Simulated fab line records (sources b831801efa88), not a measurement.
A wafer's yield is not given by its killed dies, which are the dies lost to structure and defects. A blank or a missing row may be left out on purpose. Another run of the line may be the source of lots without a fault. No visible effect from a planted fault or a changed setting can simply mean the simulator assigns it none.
A struck lot beside a sound one	flow sky130	15 out of 708 route steps
Sound: these wafers, L358.3, L358.5, L358.6. The struck wafers were L363.2, L363.5, L363.6. The cause comes at the end.
Per side, at each step with rows, come the tool, then ch with its chambers, and then its first start. Under that, the readings that differ: sound wafers	struck wafers	difference of the means	sigmas: that difference in standard deviations of wafers without a fault.
alike: readings with means less than 2 such deviations apart, plus words and numbers identical on both sides. not compared: withheld readings, readings lacking a value on some wafer, bounds such as >300 that could conceal the same value, and numbers that have no deviation in the record and whose values overlap.
The two part at a step that has a row with sigmas, a row that says differs or no value, or rows on one side only. Numbers that don't overlap but have no deviation are shown without sigmas and don't part them. Lack of a reading on every wafer of one side parts them only where that side has two or more wafers.

first, 9 steps without rows for these wafers: SKY_CAP2M_CLEAN_17 (cleans in O3/DIW); SKY_METAL4_DEHYDRATE_05 (time 60 s); SKY_METAL4_HMDS_06 (prime time 60 s); SKY_METAL4_COAT_07 (resist thk 60 nm); SKY_METAL4_COAT_08 (resist thk 1140 nm); SKY_METAL4_SOFTBAKE_09 (time 90 s); SKY_METAL4_EXPOSE_10 (exposes mask MM4, target cd 300 nm); SKY_METAL4_PEB_11; SKY_METAL4_DEVELOP_12 (develop time 60 s).
SKY_METAL4_CD_MEAS_13: the cd target is 300 nm.
  struck on cd_sem-01, day 45 22:42; sound on cd_sem-01, day 45 01:04
  alike: cd_nm
SKY_METAL4_OVL_MEAS_14:
  struck on overlay-01, day 45 22:49; sound on overlay-01, day 45 01:10
reading	sound	struck	difference	sigmas
METAL4_OVL (nm)	7 3 6	-4 -6 -9	-12	-3
SKY_METAL4_DESCUM_15: chemistry O2, time 8 s.
  sound on rie_metal-01 ch 0,1, day 45 01:12; struck on rie_metal-01 ch 0,1, day 45 22:50
  alike: drypump_motor_current_A, oes_product_au, rf_fwd_power_W
  not compared: rf_hours_counter_h
SKY_METAL4_ETCH_16: etches BARC in N2/H2, stops on SiO2, time 88.2 s, target depth 60 nm.
  sound on rie_metal-01 ch 0,1, day 45 01:15; struck on rie_metal-01 ch 0,1, day 45 22:52
reading	sound	struck	difference	sigmas
rf_fwd_power_W (W)	496.8 498.6 496.0	582.2 575.1 581.5	+82.5	+41
model.KrF-thick_of_METAL4_COAT_08.thk_nm (nm)	1079 1080 1074	1068 1070 1071	-8	
model.SiO2_of_CAP2M_CVD_00.thk_nm (nm)	15.12 15.34 15.16	14.59 14.75 14.65	-0.54	
  alike: drypump_motor_current_A, oes_product_au, throttle_valve_pct
  not compared: rf_hours_counter_h
SKY_METAL4_ETCH_17: etches SiO2 in C4F8/O2/Ar, stops on TiN, time 3.9 s, target depth 15 nm.
  sound on rie_diel-02 ch 1,2, day 45 01:19; struck on rie_diel-03 ch 1,2,3, day 45 22:58
  alike: oes_product_au, rf_fwd_power_W
  not compared: rf_hours_counter_h
-- the record jumps here: 3 days lie between the struck wafers' starts before and after (it left off in module METAL4 and takes up again in module PAD_OPEN, whose first step shown is number 708 of the route) --
SKY_PAD_OPEN_PROBE_99:
  struck on prober-02, day 49 08:14; sound on prober-01, day 48 15:06
  alike: defect_limited_yield, killed_at_M0_to_M3, killed_at_M4_up, killed_at_contacts, killed_at_front_end, killed_at_other, killed_dies, killed_open, killed_short, sort_bin_3_pad_short, sort_bin_5_function, sort_bin_6_memory, sort_n_pass, sort_yield_pct

## WHERE THEY PART
First at SKY_METAL4_OVL_MEAS_14; last, within this record, at SKY_METAL4_ETCH_16. Later steps at which nothing parts them and some readings are alike: SKY_METAL4_ETCH_17, SKY_PAD_OPEN_PROBE_99.

WHY: what the simulator had put in
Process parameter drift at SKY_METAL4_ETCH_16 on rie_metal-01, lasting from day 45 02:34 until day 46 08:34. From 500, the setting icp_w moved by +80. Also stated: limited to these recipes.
